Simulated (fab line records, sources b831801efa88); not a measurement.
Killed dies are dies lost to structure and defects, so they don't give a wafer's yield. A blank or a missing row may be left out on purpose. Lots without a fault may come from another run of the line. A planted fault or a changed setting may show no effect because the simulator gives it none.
Which tool did it? | flow sfq_line | 14 lots, 41 wafers sampled, at 1 step of a route of 325

WHAT THE GAUGES READ, wafer by wafer
SFQ_I1_OVL_MEAS_913.
lot  | measured     | on         | I1_OVL (nm)
L748 | day 17 15:44 | overlay-01 | -2 -5 -5
L749 | day 18 01:20 | overlay-01 | 4 1 3
L750 | day 18 03:44 | overlay-02 | 1 1 2
L751 | day 18 07:20 | overlay-01 | 5 -4 -10
L752 | day 18 09:44 | overlay-02 | -5 -4 1
L753 | day 18 20:32 | overlay-01 | -7 -6 -6
L754 | day 19 06:08 | overlay-02 | -12 -8 -8
L755 | day 19 16:56 | overlay-01 | -6 -10 -9
L756 | day 20 04:56 | overlay-01 | 8 -4 11
L759 | day 22 00:30 | overlay-02 | -5 0 1
L764 | day 23 11:19 | overlay-02 | -4 -3
L765 | day 23 13:43 | overlay-01 | 7 9 7
L766 | day 23 19:42 | overlay-01 | -2 7 2
L770 | day 24 20:55 | overlay-01 | 6 13 8

WHICH TOOL RAN EACH LOT (tool, then ch and the chambers of the sampled wafers, then the start)
The record holds no process step before these readings.

WHAT THE TOOLS THEMSELVES READ (means of the sampled wafers that have a number; where no wafer has one, the mark that the record gives instead)
The record holds no such reading with a usual standard deviation.

THE ANSWER, worked out from the rows above alone
Rule: what is usual is taken from the lots themselves. Put in order of their means at a reading, lots are off if they are a third of the lots or fewer, leave a main group of 4 or more, and stand apart from it by a gap of 3 or more times the standard deviation of the main group's means; of several such gaps the widest counts. A main group whose means are all the same, to the digits that the tables above print for the reading, isn't used. A lot without any number at a reading at which 4 lots or more have one is off too. The other lots that the step has rows for count as sound. The gauges are gone through in route order, then the tools' own readings, and for those a lot's mean is taken as printed above. The first step at which some lot is off is used, and at that step the reading that is off furthest; a lot without a number counts as furthest.
No lot is off at any reading shown: from this, nothing can be told.

WHAT THE SIMULATOR HAD PUT IN
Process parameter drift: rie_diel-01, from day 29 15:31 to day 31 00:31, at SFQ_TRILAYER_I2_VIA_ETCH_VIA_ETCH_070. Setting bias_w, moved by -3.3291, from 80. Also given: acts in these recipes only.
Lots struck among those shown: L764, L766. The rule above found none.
